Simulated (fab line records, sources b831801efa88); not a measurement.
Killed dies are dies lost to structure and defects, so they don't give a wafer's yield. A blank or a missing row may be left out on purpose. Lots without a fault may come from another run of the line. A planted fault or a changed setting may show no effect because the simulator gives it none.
Which tool did it? | flow gf180mcu | 12 lots, 36 wafers sampled, at 4 steps of a route of 602

WHAT THE GAUGES READ, wafer by wafer
GF_HV_LDD_TW_MEAS_38. Usual: HV_LDD_3_TW 1439, standard deviation 7.2.
lot  | measured     | on            | HV_LDD_3_TW    | flag
L770 | day 12 04:38 | film_metro-03 | 1454 1454 1446 |
L772 | day 12 22:46 | film_metro-04 | 1432 1439 1438 |
L774 | day 13 04:44 | film_metro-04 | 1425 1432 1425 |
L775 | day 13 11:35 | film_metro-04 | 1425 1429 1423 |
L778 | day 14 12:05 | film_metro-03 | 1438 1437 1438 |
L780 | day 15 04:39 | film_metro-01 | 1430 1430 1433 |
L781 | day 15 13:26 | film_metro-01 | 1412 1404 1404 | OFF
L782 | day 15 16:47 | film_metro-04 | 1401 1392 1405 | OFF
L785 | day 16 20:35 | film_metro-01 | 1405 1408 1412 | OFF
L790 | day 18 07:37 | film_metro-03 | 1448 1443 1437 |
L791 | day 18 16:36 | film_metro-01 | 1444 1439 1452 |
L792 | day 19 00:58 | film_metro-04 | 1427 1431 1429 |

GF_HV_LDD_RS_MEAS_53: measures by four-point-probe. Usual: HV_LDD_RS 418.6 ohm/sq, standard deviation 1.
lot  | measured     | on            | HV_LDD_RS (ohm/sq) | flag
L770 | day 13 01:27 | film_metro-04 | 419.4 419.0 419.8  |
L772 | day 13 18:34 | film_metro-01 | 419.4 420.1 421.2  |
L774 | day 14 01:38 | film_metro-04 | 417.5 417.8 417.8  |
L775 | day 14 08:46 | film_metro-03 | 418.1 418.3 417.6  |
L778 | day 15 09:42 | film_metro-01 | 420.3 418.9 419.4  |
L780 | day 16 03:05 | film_metro-03 | 418.7 418.3 419.3  |
L781 | day 16 12:16 | film_metro-04 | 423.0 424.0 422.4  | OFF
L782 | day 16 15:18 | film_metro-01 | 424.1 423.4 422.8  | OFF
L785 | day 17 19:25 | film_metro-01 | 424.6 425.1 424.4  | OFF
L790 | day 19 08:16 | film_metro-01 | 416.8 417.8 416.8  |
L791 | day 19 17:49 | film_metro-04 | 418.6 418.1 418.8  |
L792 | day 20 01:22 | film_metro-04 | 418.7 419.3 418.4  |

GF_NSD_TW_MEAS_12. Usual: NSD_TW 4230, standard deviation 31.
lot  | measured     | on            | NSD_TW         | flag
L770 | day 14 00:55 | film_metro-02 | 4213 4216 4196 |
L772 | day 14 19:54 | film_metro-02 | 4223 4221 4203 |
L774 | day 15 02:08 | film_metro-04 | 4270 4247 4261 |
L775 | day 15 10:22 | film_metro-02 | 4175 4194 4188 |
L778 | day 16 11:04 | film_metro-04 | 4261 4275 4254 |
L780 | day 17 04:22 | film_metro-02 | 4222 4235 4216 |
L781 | day 17 14:05 | film_metro-02 | 4225 4239 4229 |
L782 | day 17 17:34 | film_metro-02 | 4211 4210 4212 |
L785 | day 18 21:46 | film_metro-02 | 4229 4218 4224 |
L790 | day 20 11:33 | film_metro-02 | 4211 4226 4171 |
L791 | day 20 20:40 | film_metro-04 | 4227 4249 4244 |
L792 | day 21 05:58 | film_metro-02 | 4212 4220 4216 |

WHICH TOOL RAN EACH LOT (tool, then ch and the chambers of the sampled wafers, then the start)
lot  | GF_HV_LDD_IMPLANT_36
L770 | implanter-03 ch 0, day 12 04:23
L772 | implanter-03 ch 0, day 12 22:34
L774 | implanter-02 ch 0, day 13 04:31
L775 | implanter-04 ch 0, day 13 11:20
L778 | implanter-02 ch 0, day 14 11:50
L780 | implanter-02 ch 0, day 15 04:25
L781 | implanter-02 ch 0, day 15 13:13
L782 | implanter-02 ch 0, day 15 16:32
L785 | implanter-02 ch 0, day 16 20:20
L790 | implanter-03 ch 0, day 18 07:25
L791 | implanter-04 ch 0, day 18 16:22
L792 | implanter-03 ch 0, day 19 00:43
- GF_HV_LDD_IMPLANT_36

WHAT THE TOOLS THEMSELVES READ (means of the sampled wafers that have a number; where no wafer has one, the mark that the record gives instead)
GF_HV_LDD_IMPLANT_36. Usual: beam_on_s 10.00 s, standard deviation 0.21; dose_ions_cm2 7.499e+12, standard deviation 8.2e+09; faraday_current_uA 42.3, standard deviation 0.87; rotation_deg 270.00 degrees, standard deviation 0.051.
lot  | tool         | beam_on_s (s) | dose_ions_cm2 | faraday_current_uA | rotation_deg (degrees) | flag
L770 | implanter-03 | 10.22         | 7.497e+12     | 41.5               | 269.99                 |
L772 | implanter-03 | 9.93          | 7.512e+12     | 42.5               | 269.98                 |
L774 | implanter-02 | 10.05         | 7.498e+12     | 42.1               | 270.05                 |
L775 | implanter-04 | 9.99          | 7.498e+12     | 42.3               | 269.98                 |
L778 | implanter-02 | 10.15         | 7.502e+12     | 41.6               | 270.00                 |
L780 | implanter-02 | 10.15         | 7.510e+12     | 41.8               | 269.98                 |
L781 | implanter-02 | 10.02         | 5.619e+12     | 31.5               | 270.03                 | OFF
L782 | implanter-02 | 9.98          | 5.598e+12     | 31.6               | 270.02                 | OFF
L785 | implanter-02 | 9.99          | 5.620e+12     | 31.8               | 269.98                 | OFF
L790 | implanter-03 | 10.03         | 7.489e+12     | 42.1               | 270.01                 |
L791 | implanter-04 | 10.22         | 7.501e+12     | 41.4               | 270.00                 |
L792 | implanter-03 | 9.84          | 7.498e+12     | 42.8               | 269.98                 |

THE ANSWER, worked out from the rows above alone
Rule: a lot is off if the mean of its wafers that have a number lies more than 3 standard deviations from the usual mean. A lot without any number at a reading at which 4 lots or more have one is off too. The other lots that the step has rows for count as sound. The gauges are gone through in route order, then the tools' own readings, and for those a lot's mean is taken as printed above. The first step at which some lot is off is used, and at that step the reading that is off furthest; a lot without a number counts as furthest.
Off: L781, L782, L785, at GF_HV_LDD_TW_MEAS_38 (HV_LDD_3_TW).
A tool fits if, at a process step before that reading, it ran every lot that is off, and no sound lot after the first of them. The gauges at GF_HV_LDD_TW_MEAS_38 aren't tried: what is off there is off at GF_HV_LDD_IMPLANT_36 too, on other tools, and a gauge's error can't cause that. One fits: implanter-02 at GF_HV_LDD_IMPLANT_36. Its last sound lot is L780 (day 15 04:25), its first lot that is off L781 (day 15 13:13): a fault that began between those two fits.
The tool's own readings at GF_HV_LDD_IMPLANT_36 bear it out: on the lots that are off they differ by more than 5 times the standard deviation of the sound lots' means. dose_ions_cm2 reads 5.612e+12 there against 7.501e+12 on the sound lots; faraday_current_uA reads 31.6 there against 42.0 on the sound lots.

WHAT THE SIMULATOR HAD PUT IN
Process parameter drift: implanter-02, from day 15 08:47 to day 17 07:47, at GF_HV_LDD_IMPLANT_36. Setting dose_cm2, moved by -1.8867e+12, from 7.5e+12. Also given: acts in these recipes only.
Lots struck among those shown: L781, L782, L785. The rule above found the same.
